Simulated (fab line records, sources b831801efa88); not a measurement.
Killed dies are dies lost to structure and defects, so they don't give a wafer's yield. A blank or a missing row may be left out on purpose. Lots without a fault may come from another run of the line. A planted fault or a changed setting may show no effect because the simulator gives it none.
Problem report in the 8D (eight disciplines) form, filled by code | flow sky130 | the parts of the form that need people (team, actions taken, sign-off) are left out

1. THE PROBLEM
spike_tc_centre_C at SKY_GATE_OXIDE_OXIDATION_16 reads a mean of 788.5 C on 6 wafers of 2 lots; wafers without a fault read 800.7 C with a standard deviation of 1.1. That is -11 standard deviations from the usual mean.
The step: stabilise 600 s, purge 300 s, target thk 3.57 nm.
First seen on wafer L844.2, day 21 05:57, on furnace-02. The record holds 36 wafers of 12 lots with a number at this step. Rule for "out", or "out of limits": more than 4 standard deviations from the usual mean. The other wafers with a number count as sound.

2. WHAT IT IS AND WHAT IT IS NOT
question                    | is                                                                       | is not
which readings at this step | spike_tc_centre_C, spike_tc_bottom_C, spike_tc_lower_C, spike_tc_upper_C | -
which lots                  | L844, L845                                                               | L823, L824, L826, L827, L828, L831, L832, L833, L834, L836
which wafers of those lots  | all that have a number                                                   | -
read on which tools         | furnace-02                                                               | furnace-01
when                        | from day 21 05:57                                                        | up to then (30 sound wafers)

3. SUSPECTS, AND WHAT RULES EACH OUT
Counting: a tool at a process step up to the reading stays a suspect if it ran every lot that is out and no sound lot after the first of them.
- furnace-02 at SKY_GATE_OXIDE_OXIDATION_16 (stabilise 600 s, purge 300 s, target thk 3.57 nm): kept. It ran every lot that is out, first L844 (day 21 05:57), and no sound lot after that; its last sound lot up to then is L836 (day 19 17:18). Its own readings are out on those wafers: spike_tc_bottom_C, spike_tc_centre_C, spike_tc_lower_C, spike_tc_upper_C.
Left after counting: furnace-02 at SKY_GATE_OXIDE_OXIDATION_16.

4. THE CAUSE (what the simulator had put in)
Process parameter drift: furnace-02, from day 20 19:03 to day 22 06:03, at SKY_GATE_OXIDE_OXIDATION_16. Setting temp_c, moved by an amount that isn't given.
Counting left only this tool.

5. THE CHAIN OF EFFECTS, in route order
Each row: a reading whose mean over the struck wafers that have a number lies more than 3 standard deviations from the usual. Only readings for which the record gives a usual standard deviation are gone through. hours: the time from each lot's start at the first step in this table that gives one to its start at this step, as a median over the lots. sigmas: the change in usual standard deviations.
hours | step                        | reading           | usual   | on struck wafers | change | sigmas
0     | SKY_GATE_OXIDE_OXIDATION_16 | spike_tc_bottom_C | 820.3 C | 807.5            | -12.8  | -6.7
0     | SKY_GATE_OXIDE_OXIDATION_16 | spike_tc_centre_C | 800.7 C | 788.5            | -12.2  | -11
0     | SKY_GATE_OXIDE_OXIDATION_16 | spike_tc_lower_C  | 801.3 C | 789.9            | -11.4  | -10
0     | SKY_GATE_OXIDE_OXIDATION_16 | spike_tc_top_C    | 811.7 C | 800.8            | -10.9  | -4.7
0     | SKY_GATE_OXIDE_OXIDATION_16 | spike_tc_upper_C  | 800.2 C | 789.0            | -11.2  | -10
The process steps in it:
- SKY_GATE_OXIDE_OXIDATION_16: stabilise 600 s, purge 300 s, target thk 3.57 nm.
Later measuring or inspecting steps at which every struck wafer that the step has a row for has a number for every such reading, and none has moved that far: SKY_RES_XHIGH_TW_MEAS_09.

6. WHAT WOULD HAVE CAUGHT IT SOONER
In this record the first reading out of limits was taken at day 21 05:57, 11 hours after the fault began at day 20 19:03.
